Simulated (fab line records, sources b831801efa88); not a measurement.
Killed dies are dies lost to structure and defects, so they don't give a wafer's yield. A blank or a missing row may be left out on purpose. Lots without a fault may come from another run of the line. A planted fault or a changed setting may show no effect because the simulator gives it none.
Problem report in the 8D (eight disciplines) form, filled by code | flow gf180mcu | the parts of the form that need people (team, actions taken, sign-off) are left out

1. THE PROBLEM
spin_speed_rpm at GF_PSD_COAT_02 reads a mean of 2907.4 rpm on 9 wafers of 3 lots; wafers without a fault read 2999.9 rpm with a standard deviation of 1.8. That is -51 standard deviations from the usual mean.
The step: resist thk 1000 nm.
First seen on wafer L184.2, day 16 12:44, on litho_track-02. The record holds 36 wafers of 12 lots with a number at this step. Rule for "out", or "out of limits": more than 4 standard deviations from the usual mean. The other wafers with a number count as sound.

2. WHAT IT IS AND WHAT IT IS NOT
question                    | is                     | is not
which readings at this step | spin_speed_rpm         | -
which lots                  | L184, L185, L186       | L178, L181, L191, L193, L194, L196, L197, L198, L199
which wafers of those lots  | all that have a number | -
read on which tools         | litho_track-02         | litho_track-01, litho_track-03
when                        | from day 16 12:44      | up to then (6 sound wafers); but 21 sound wafers of L191, L193, L194, L196, L197, L198, L199 came after

3. SUSPECTS, AND WHAT RULES EACH OUT
Counting: a tool at a process step up to the reading stays a suspect if it ran every lot that is out and no sound lot after the first of them.
- plasma_asher-04 at GF_HV_LDD_STRIP_49 (strips in O2/N2): ruled out as a lasting fault. Sound lots L193, L198, L199 ran on it after its first lot that is out, L184 (day 15 00:31).
- litho_track-02 at GF_PSD_COAT_02 (resist thk 1000 nm): ruled out as a lasting fault. Sound lots L194, L196, L197 ran on it after its first lot that is out, L184 (day 16 12:44).
Left after counting: nothing in the record.

4. THE CAUSE (what the simulator had put in)
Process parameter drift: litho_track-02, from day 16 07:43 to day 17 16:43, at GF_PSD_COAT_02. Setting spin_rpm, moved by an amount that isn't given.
Counting ruled it out, wrongly.

5. THE CHAIN OF EFFECTS, in route order
Each row: a reading whose mean over the struck wafers that have a number lies more than 3 standard deviations from the usual. Only readings for which the record gives a usual standard deviation are gone through. hours: the time from each lot's start at the first step in this table that gives one to its start at this step, as a median over the lots. sigmas: the change in usual standard deviations.
hours | step            | reading                  | usual      | on struck wafers | change | sigmas
0     | GF_PSD_COAT_02  | spin_speed_rpm           | 2999.9 rpm | 2907.4           | -92.5  | -51
12    | GF_PSD_STRIP_10 | strip_time_to_endpoint_s | 16.53 s    | 16.71            | +0.18  | +4.4
The process steps in it:
- GF_PSD_COAT_02: resist thk 1000 nm.
- GF_PSD_STRIP_10: strips in O2/N2.
Later measuring or inspecting steps at which every struck wafer that the step has a row for has a number for every such reading, and none has moved that far: GF_PSD_CD_MEAS_07.

6. WHAT WOULD HAVE CAUGHT IT SOONER
In this record the first reading out of limits was taken at day 16 12:44, 5 hours after the fault began at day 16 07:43.
